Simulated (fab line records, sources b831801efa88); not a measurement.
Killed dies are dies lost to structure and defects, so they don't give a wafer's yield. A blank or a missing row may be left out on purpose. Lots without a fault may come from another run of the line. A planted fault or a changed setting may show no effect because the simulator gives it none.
Which tool did it? | flow gf180mcu | 12 lots, 36 wafers sampled, at 5 steps of a route of 602

WHAT THE GAUGES READ, wafer by wafer
GF_HV_LDD_CD_MEAS_19: target cd 400 nm.
lot  | measured     | on        | cd_nm (nm)
L173 | day 10 19:42 | cd_sem-01 | 399.9 399.9 398.8
L175 | day 11 10:57 | cd_sem-02 | 400.0 399.3 399.9
L176 | day 11 16:20 | cd_sem-01 | 402.3 402.2 402.8
L178 | day 12 11:44 | cd_sem-01 | 398.1 398.2 396.5
L179 | day 12 18:58 | cd_sem-02 | 401.2 402.4 402.2
L180 | day 13 00:01 | cd_sem-01 | 397.2 396.2 398.1
L181 | day 13 10:25 | cd_sem-02 | 402.5 401.9 403.4
L182 | day 13 13:10 | cd_sem-02 | 400.3 400.0 400.3
L183 | day 14 00:32 | cd_sem-02 | 401.2 403.1 403.3
L190 | day 16 05:55 | cd_sem-02 | 399.8 399.7 399.8
L191 | day 16 16:24 | cd_sem-01 | 396.4 398.0 398.2
L195 | day 17 22:05 | cd_sem-02 | 396.3 395.8 396.9

GF_SALICIDE_RS_MEAS_04: measures by four-point-probe.
lot  | measured     | on            | SALICIDE_TIN_RS (ohm/sq)
L173 | day 15 03:01 | film_metro-04 | 16.48 16.25 16.73
L175 | day 15 20:17 | film_metro-04 | 16.26 16.48 16.61
L176 | day 16 07:11 | film_metro-03 | 16.47 16.37 15.93
L178 | day 17 00:16 | film_metro-01 | 16.18 15.91 16.00
L179 | day 17 10:06 | film_metro-04 | 15.81 15.72 15.98
L180 | day 17 15:56 | film_metro-01 | 16.13 15.91 15.80
L181 | day 18 03:39 | film_metro-03 | 16.46 16.32 16.09
L182 | day 18 06:26 | film_metro-04 | 16.83 16.57 16.77
L183 | day 18 19:23 | film_metro-01 | 16.17 16.61 16.52
L190 | day 21 09:03 | film_metro-04 | 17.28 17.32 17.48
L191 | day 21 20:13 | film_metro-04 | 17.00 16.61 16.51
L195 | day 23 03:34 | film_metro-04 | 17.11 17.21 17.39

GF_SALICIDE_THK_MEAS_05: measures by xrf.
lot  | measured     | on            | SALICIDE_TIN_THK (nm)
L173 | day 15 03:08 | film_metro-04 | 20.18 20.02 19.68
L175 | day 15 20:24 | film_metro-04 | 19.99 20.24 19.70
L176 | day 16 07:17 | film_metro-03 | 20.10 20.41 20.17
L178 | day 17 00:23 | film_metro-01 | 20.06 20.22 20.02
L179 | day 17 10:13 | film_metro-04 | 20.20 20.17 19.97
L180 | day 17 16:03 | film_metro-01 | 20.33 20.44 20.20
L181 | day 18 03:46 | film_metro-03 | 20.60 20.53 20.64
L182 | day 18 06:33 | film_metro-04 | 19.59 19.71 19.78
L183 | day 18 19:29 | film_metro-01 | 19.97 20.06 20.04
L190 | day 21 09:10 | film_metro-04 | 16.34 16.29 15.99
L191 | day 21 20:19 | film_metro-04 | 19.94 19.94 20.00
L195 | day 23 03:40 | film_metro-04 | 16.40 16.33 16.35

WHICH TOOL RAN EACH LOT (tool, then ch and the chambers of the sampled wafers, then the start)
lot  | GF_SAB_STRIP_13                      | GF_SALICIDE_SPUTTER_03
L173 | plasma_asher-02 ch 0,1, day 15 02:47 | pvd_sputter-03, day 15 02:59
L175 | plasma_asher-02 ch 0,1, day 15 20:02 | pvd_sputter-04, day 15 20:15
L176 | plasma_asher-02 ch 0,1, day 16 06:55 | pvd_sputter-03, day 16 07:06
L178 | plasma_asher-02 ch 0,1, day 16 23:57 | pvd_sputter-01, day 17 00:13
L179 | plasma_asher-04 ch 0, day 17 09:52   | pvd_sputter-01, day 17 10:05
L180 | plasma_asher-02 ch 0,1, day 17 15:41 | pvd_sputter-03, day 17 15:54
L181 | plasma_asher-02 ch 0,1, day 18 03:25 | pvd_sputter-01, day 18 03:38
L182 | plasma_asher-01 ch 0,1, day 18 06:08 | pvd_sputter-01, day 18 06:23
L183 | plasma_asher-02 ch 0,1, day 18 19:06 | pvd_sputter-04, day 18 19:20
L190 | plasma_asher-01 ch 0,1, day 21 08:48 | pvd_sputter-01, day 21 09:01
L191 | plasma_asher-01 ch 0,1, day 21 19:58 | pvd_sputter-03, day 21 20:09
L195 | plasma_asher-01 ch 0,1, day 23 03:18 | pvd_sputter-01, day 23 03:31
- GF_SAB_STRIP_13: strips in O2/N2.
- GF_SALICIDE_SPUTTER_03: material TiN, target thk 20 nm, time 16.7 s.

WHAT THE TOOLS THEMSELVES READ (means of the sampled wafers that have a number; where no wafer has one, the mark that the record gives instead)
GF_SAB_STRIP_13.
lot  | tool            | drypump_motor_current_A (A) | heater_power_w (W) | oes_product_au (a.u.) | strip_time_to_endpoint_s (s)
L173 | plasma_asher-02 | 5.91                        | 328                | 0.712                 | 12.639
L175 | plasma_asher-02 | 5.94                        | 334                | 0.706                 | 12.660
L176 | plasma_asher-02 | 5.93                        | 328                | 0.708                 | 12.627
L178 | plasma_asher-02 | 5.96                        | 334                | 0.711                 | 12.585
L179 | plasma_asher-04 | 5.39                        | 305                | 0.713                 | 12.649
L180 | plasma_asher-02 | 5.96                        | 332                | 0.709                 | 12.629
L181 | plasma_asher-02 | 5.93                        | 325                | 0.708                 | 12.615
L182 | plasma_asher-01 | 5.57                        | 324                | 0.706                 | 12.605
L183 | plasma_asher-02 | 5.97                        | 333                | 0.712                 | 12.621
L190 | plasma_asher-01 | 5.60                        | 330                | 0.712                 | 12.636
L191 | plasma_asher-01 | 5.56                        | 327                | 0.708                 | 12.631
L195 | plasma_asher-01 | 5.56                        | 322                | 0.710                 | 12.654

GF_SALICIDE_SPUTTER_03.
lot  | tool           | throttle_valve_pct (%)
L173 | pvd_sputter-03 | 29.3
L175 | pvd_sputter-04 | 29.9
L176 | pvd_sputter-03 | 29.1
L178 | pvd_sputter-01 | 30.4
L179 | pvd_sputter-01 | 29.4
L180 | pvd_sputter-03 | 30.0
L181 | pvd_sputter-01 | 30.3
L182 | pvd_sputter-01 | 28.8
L183 | pvd_sputter-04 | 28.8
L190 | pvd_sputter-01 | 29.2
L191 | pvd_sputter-03 | 29.8
L195 | pvd_sputter-01 | 29.5

THE ANSWER, worked out from the rows above alone
Rule: what is usual is taken from the lots themselves. Put in order of their means at a reading, lots are off if they are a third of the lots or fewer, leave a main group of 4 or more, and stand apart from it by a gap of 3 or more times the standard deviation of the main group's means; of several such gaps the widest counts. A main group whose means are all the same, to the digits that the tables above print for the reading, isn't used. A lot without any number at a reading at which 4 lots or more have one is off too. The other lots that the step has rows for count as sound. The gauges are gone through in route order, then the tools' own readings, and for those a lot's mean is taken as printed above. The first step at which some lot is off is used, and at that step the reading that is off furthest; a lot without a number counts as furthest.
Off: L190, L195, at GF_SALICIDE_THK_MEAS_05 (SALICIDE_TIN_THK). The main group: mean 20.10 nm, standard deviation 0.23.
A tool fits if, at a process step before that reading, it ran every lot that is off, and no sound lot after the first of them. The gauges at GF_SALICIDE_THK_MEAS_05 are tried like those tools. One fits: pvd_sputter-01 at GF_SALICIDE_SPUTTER_03. Its last sound lot is L182 (day 18 06:23), its first lot that is off L190 (day 21 09:01): a fault that began between those two fits.

WHAT THE SIMULATOR HAD PUT IN
Site profile drift: pvd_sputter-01, from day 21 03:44 on, at GF_SALICIDE_SPUTTER_03. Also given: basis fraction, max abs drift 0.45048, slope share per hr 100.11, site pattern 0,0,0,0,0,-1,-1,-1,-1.
Lots struck among those shown: L190, L195. The rule above found the same.
